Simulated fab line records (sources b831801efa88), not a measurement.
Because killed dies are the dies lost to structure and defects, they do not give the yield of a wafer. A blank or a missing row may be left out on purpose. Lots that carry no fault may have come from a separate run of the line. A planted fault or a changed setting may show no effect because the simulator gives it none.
Chamber matching | flow gf180mcu | rie-diel-01 running GF_V2_ETCH_16: 4 sister chambers
The step etches BARC in N2/H2. 4 wafers are shown with their chamber, then 7 later ones without.

== WAFERS WITH THEIR CHAMBER ==
wafer  | chamber | drypump-motor-current-A (A)
L080.2 | 1       | 5.6
L082.3 | 0       | 5.6
L087.1 | 2       | 6.0
L087.3 | 3       | 5.7

== WAFERS MISSING THEIR CHAMBER ==
wafer  | drypump-motor-current-A (A)
L087.6 | 5.6
L089.4 | 5.6
L089.5 | 5.6
L089.6 | 5.6
L093.1 | 5.6
L093.2 | 5.8
L093.6 | 5.6

== EACH ONE'S CHAMBER ==
wafer  | from the rows above     | in truth
L087.6 | can't be placed: 0 or 1 | 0
L089.4 | can't be placed: 0 or 1 | 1
L089.5 | can't be placed: 0 or 1 | 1
L089.6 | can't be placed: 0 or 1 | 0
L093.1 | can't be placed: 0 or 1 | 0
L093.2 | 3                       | 3
L093.6 | can't be placed: 0 or 1 | 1
1 of 7 placed correctly. Cannot be placed on the basis of these rows: 6; the candidates contain the true chamber in 6. 0 placed wrongly.
How it was worked out, from the rows above alone: a wafer's distance from a chamber is the root of the sum, over the readings, of the square of ((its reading less the chamber's mean) divided by the reading's scatter). The wafer belongs to the nearest chamber; if the next one is less than 2 further off, it can't be placed. Each chamber's mean is taken over the wafers shown for it. The scatter (one wafer shown for each chamber): square how far every hidden wafer sits from the nearest shown wafer, average those squares and take the square root.
